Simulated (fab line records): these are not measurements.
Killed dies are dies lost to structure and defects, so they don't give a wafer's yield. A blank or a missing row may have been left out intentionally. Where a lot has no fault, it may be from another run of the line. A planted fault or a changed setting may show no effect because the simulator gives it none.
One fault through the eyes of 2 desks -- flow gf180mcu -- every desk sees just its own numbers, and what lay behind them comes last

== FROM THE METROLOGY DESK ==
What the gauges read for every lot (on any tool): the sampled wafers with a number, averaged. A lot is out of limits, marked OUT, if its mean lies more than 4 standard deviations from the usual mean; the brackets give that distance.
Columns: A = CONTACT_CVD_02_THK at GF_CONTACT_THK_MEAS_03, usual 862 nm; B = CONTACT_W_RS at GF_CONTACT_RS_MEAS_25, usual 0.384 ohm/sq; C = CONTACT_W_THK at GF_CONTACT_THK_MEAS_26, usual 295 nm
lot,first seen here,A,B,C
L384,day 15 05:58,867,0.390,291
L385,day 15 13:56,871,0.386,294
L387,day 15 23:27,858,0.381,298
L391,day 17 08:43,866,0.382,295
L392,day 17 23:40,868,0.399,289
L393,day 18 16:35,871,0.400,283
L401,day 21 05:46,868,0.380,301
L400,day 21 08:29,872,0.384,298
L404,day 22 13:54,859,0.386,297
L405,day 22 22:08,856,0.387,297
L406,day 23 07:10,866,0.383,294
L407,day 23 16:31,851,0.386,292
This desk's verdict: no lot among the 12 shows anything out of limits.

== AT THE TOOL OWNER'S DESK: cvdW-01 ==
The tool's own readings at GF_CONTACT_CVD_24 (deposits W, target thk 300 nm, time 90.339 s): means of the sampled wafers that have a number, for each lot that ran on this tool. A lot is out of limits, marked OUT, if its mean lies more than 4 standard deviations from the usual mean; the brackets give that distance.
Columns: A = heaterPowerW at GF_CONTACT_CVD_24, usual 832 W
lot,first seen here,A
L384,day 16 03:46,985
L391,day 18 09:21,812
L392,day 19 00:31,935
L393,day 19 18:40,813
L405,day 23 21:32,841
L406,day 24 07:14,832
L407,day 24 15:19,920
This desk's verdict: no lot among the 7 shows anything out of limits.

== BROUGHT TOGETHER ==
At the metrology desk, nothing out of limits was observed.
Nothing out of limits was seen by the tool owner's desk.

== WHAT HAD BEEN PUT IN BY THE SIMULATOR ==
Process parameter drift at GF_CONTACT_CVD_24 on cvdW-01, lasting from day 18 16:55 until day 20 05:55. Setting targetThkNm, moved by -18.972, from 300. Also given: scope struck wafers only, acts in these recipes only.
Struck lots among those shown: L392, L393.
